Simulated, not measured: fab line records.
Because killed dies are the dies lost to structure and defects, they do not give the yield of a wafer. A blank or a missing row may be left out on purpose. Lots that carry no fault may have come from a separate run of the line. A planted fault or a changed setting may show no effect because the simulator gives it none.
Which of the tools did it?	flow gf180mcu	7 lots with 21 wafers sampled at 2 steps, on a route of 602 steps

WHAT THE GAUGES READ, wafer by wafer
GF_SAB_THK_MEAS_01.
lot	measured	on	SAB_CVD_00_THK (nm)
L735	day 14 11:41	film-metro-04	49.7 50.9 51.2
L737	day 15 04:16	film-metro-01	49.8 49.6 51.0
L740	day 16 16:19	film-metro-04	50.5 51.6 50.8
L742	day 17 01:55	film-metro-04	49.7 50.2 50.3
L745	day 18 04:02	film-metro-04	50.0 50.5 49.7
L749	day 19 11:35	film-metro-01	50.3 50.9 50.5
L755	day 21 11:58	film-metro-04	50.4 50.9 50.5

TOOL THAT RAN EACH LOT (tool first, then ch and the chambers of the sampled wafers, then the start)
lot	GF_HV_LDD_SOFTBAKE_03
L735	litho-track-04 ch 0, day 9 21:06
L737	litho-track-01 ch 0, day 10 09:58
L740	litho-track-01 ch 0, day 11 14:49
L742	litho-track-04 ch 0, day 12 00:48
L745	litho-track-04 ch 0, day 12 23:33
L749	litho-track-02 ch 0, day 14 02:57
L755	litho-track-02 ch 0, day 16 00:45
- GF_HV_LDD_SOFTBAKE_03: time 60 s.

THE ANSWER, worked out from the rows above alone
Rule: the usual values come from the lots themselves. Put in order of their means at a reading, lots are off if they are a third of the lots or fewer, leave a main group of 4 or more, and stand apart from it by a gap of 3 or more times the standard deviation of the main group's means; of several such gaps the widest counts. Not used: any main group whose means are identical at the precision the tables above print for the reading. A lot without any number at a reading at which 4 lots or more have one is off too. Where the step has rows for the other lots, those lots are counted as sound.
No lot is off on any of the readings shown, so nothing can be concluded from this.

WHAT THE SIMULATOR HAD PUT IN
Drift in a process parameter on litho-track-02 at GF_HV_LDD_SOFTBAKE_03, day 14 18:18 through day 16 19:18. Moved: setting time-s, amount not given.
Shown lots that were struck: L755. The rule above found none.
